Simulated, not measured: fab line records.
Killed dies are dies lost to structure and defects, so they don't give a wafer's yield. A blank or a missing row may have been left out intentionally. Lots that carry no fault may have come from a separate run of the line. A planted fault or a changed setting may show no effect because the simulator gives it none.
Comparing a struck lot with a sound one | flow sky130 | 21 out of 708 route steps
Sound: the wafers L636.1, L636.3, L636.6. Wafers L645.3, L645.4, L645.5 were the ones struck. The cause comes at the end.
Each step with rows lists, per side, the tool, then ch with its chambers, then its first start. Under that, the readings that differ: sound wafers | struck wafers | difference of the means | sigmas: that difference in standard deviations of wafers without a fault.
alike: words and numbers the same on both sides, and readings whose means are apart by under 2 such deviations; not compared: readings that were withheld, readings missing a value for some wafer, numbers with overlapping values and no deviation given by the record, and bounds like >300 which may hide the same value.
The two part at a step that has a row with sigmas, a row that says differs or no value, or rows on one side only. Non-overlapping numbers with no deviation appear without sigmas and do not part them. Lack of a reading on every wafer of one side parts them only where that side has two or more wafers.

first, 1 step without rows for these wafers: SKY_RES_XHIGH_IMPLANT_07.
SKY_RES_XHIGH_STRIP_08: strips in O2/N2.
  sound on plasma asher-04 ch 0,1, day 26 16:14; struck on plasma asher-01 ch 0,1, day 31 04:52
  alike: drypump motor current A, oes product au, strip time to endpoint s
  not compared: rf hours counter h
SKY_RES_XHIGH_TW_MEAS_09:
  sound on film metro-02 at day 26 16:20; struck on film metro-02 at day 31 04:57
  alike: RES_XHIGH_TW
then, 7 steps without rows for these wafers: SKY_SD_N_DEHYDRATE_00 (time 60 s); SKY_SD_N_HMDS_01 (prime time 60 s); SKY_SD_N_COAT_02 (resist thk 1140 nm); SKY_SD_N_SOFTBAKE_03 (time 60 s); SKY_SD_N_EXPOSE_04 (exposes mask NSDM, target cd 380 nm); SKY_SD_N_PEB_05; SKY_SD_N_DEVELOP_06 (develop time 60 s).
SKY_SD_N_CD_MEAS_07: the cd target is 380 nm.
  sound on cd sem-01 at day 27 21:26; struck on cd sem-01 at day 32 06:58
  alike: cd nm
SKY_SD_N_OVL_MEAS_08:
  sound on overlay-02 at day 27 21:33; struck on overlay-01 at day 32 07:04
  alike: SD_N_OVL
SKY_SD_N_IMPLANT_09:
  sound on implanter-04 ch 0, day 27 21:35; struck on implanter-04 ch 0, day 32 07:08
  reading                   | sound                | struck               | difference | sigmas
  beam energy keV           | 50.006 49.995 50.001 | 44.565 44.550 44.590 | -5.432     | -99 or more
  model.implant.rp nm (nm)  | 33.5 33.5 33.5       | 28.86 28.86 28.86    | -4.64      |
  model.implant.drp nm (nm) | 14.11 14.11 14.11    | 12.96 12.96 12.96    | -1.15      |
after that, 1 step had no rows for these wafers: SKY_SD_N_IMPLANT_10.
SKY_SD_N_STRIP_11: strips in O2/N2.
  sound on plasma asher-02 ch 0,1, day 27 21:53; struck on plasma asher-01 ch 0,1, day 32 07:25
  reading                      | sound             | struck            | difference | sigmas
  oes product au (a.u.)        | 0.524 0.529 0.525 | 0.545 0.538 0.540 | +0.015     | +3
  strip time to endpoint s (s) | 22.52 22.57 22.53 | 21.76 21.75 21.79 | -0.77      | -16
  alike: drypump motor current A
  not compared: rf hours counter h
SKY_SD_N_TW_MEAS_12:
  sound on film metro-04 at day 27 21:59; struck on film metro-04 at day 32 07:31
  reading | sound          | struck         | difference | sigmas
  SD_N_TW | 4044 4021 4025 | 3885 3882 3876 | -149       | -5
then, 1 step without rows for these wafers: SKY_SD_N_CLEAN_13 (cleans in SC1/SC2, time 150 s).
SKY_SD_N_RTA_14: time 2 s.
  sound on rtp anneal-01 ch 0, day 27 22:06; struck on rtp anneal-02 ch 0, day 32 07:37
  alike: chamber o2 ppm, lamp power pct, ramp up c per s, wafer_temp_C_max
SKY_SD_N_RS_MEAS_16: a four-point-probe measurement.
  sound on film metro-03 at day 27 22:16; struck on film metro-03 at day 32 07:49
  reading          | sound             | struck            | difference | sigmas
  SD_N_RS (ohm/sq) | 68.51 68.54 68.61 | 72.53 72.44 72.56 | +3.96      | +30
SKY_SD_N_RS_MEAS_17: a four-point-probe measurement.
  sound on film metro-03 at day 27 22:23; struck on film metro-03 at day 32 07:56
  reading          | sound             | struck            | difference | sigmas
  SD_P_RS (ohm/sq) | 147.1 147.3 147.5 | 146.3 146.8 146.7 | -0.7       | -2
-- record jumps: 17 days separate the struck wafers' starts on either side; left off in module SD_N, taken up again in module PAD_OPEN, whose first shown step is the route's number 708 --
SKY_PAD_OPEN_PROBE_99:
  sound on prober-02 at day 45 17:51; struck on prober-01 at day 48 22:43
  reading                            | sound             | struck            | difference | sigmas
  model.etest.res ndiff.line ohm um  | 785.1 740.7 776.2 | 824.7 818.7 813.7 | +51.7      |
  model.etest.res ndiff.rs ohm sq    | 118 118 118.2     | 127.9 126.8 127.6 | +9.4       |
  model.etest.res ndiff hv.rs ohm sq | 112 111.8 112.2   | 122.5 119.9 120.8 | +9.1       |

== WHERE THEY PART ==
Earliest at SKY_SD_N_IMPLANT_09; latest, in this record, at SKY_SD_N_RS_MEAS_17.

WHY: what the simulator had put in
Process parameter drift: implanter-04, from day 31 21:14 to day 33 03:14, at SKY_SD_N_IMPLANT_09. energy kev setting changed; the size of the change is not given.
